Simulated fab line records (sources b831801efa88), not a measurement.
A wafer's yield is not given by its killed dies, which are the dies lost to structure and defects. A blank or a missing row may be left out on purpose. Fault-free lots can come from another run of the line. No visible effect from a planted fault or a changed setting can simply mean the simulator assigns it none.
Which tool did it? / flow sky130 / 6 lots, 18 wafers sampled, at 1 step of a route of 708

## WHAT THE GAUGES SHOWED, per wafer
SKY_NWELL_TW_MEAS_15.
lot=L867; measured=day 4 22:34; on=film metro-03; NWELL_TW=1822 1817 1815
lot=L869; measured=day 5 08:55; on=film metro-02; NWELL_TW=1799 1803 1797
lot=L872; measured=day 6 01:36; on=film metro-04; NWELL_TW=1817 1814 1821
lot=L874; measured=day 6 12:04; on=film metro-03; NWELL_TW=1842 1840 1827
lot=L883; measured=day 8 17:32; on=film metro-03; NWELL_TW=1832 1837 1837
lot=L888; measured=day 9 20:12; on=film metro-04; NWELL_TW=1825 1821 1829

## EACH LOT AND THE TOOL THAT RAN IT (in order: tool; ch and the chambers of the sampled wafers; start)
Before these readings, the record contains no process step.

## THE ANSWER, worked out from the rows above alone
Rule: what is usual is taken from the lots themselves. The widest of any qualifying gaps counts: lots, ordered by their means at a reading, are off when they make up no more than a third of the lots, leave a main group of 4 or more, and stand apart from it by 3 or more times the standard deviation of that group's means. If all means in a main group match to the digits the tables above print for the reading, that group is not used. A lot without any number at a reading at which 4 lots or more have one is off too. Any other lot the step has rows for is counted as sound.
Nothing can be told from this: no lot is off at any reading shown.

## WHAT HAD BEEN PUT IN BY THE SIMULATOR
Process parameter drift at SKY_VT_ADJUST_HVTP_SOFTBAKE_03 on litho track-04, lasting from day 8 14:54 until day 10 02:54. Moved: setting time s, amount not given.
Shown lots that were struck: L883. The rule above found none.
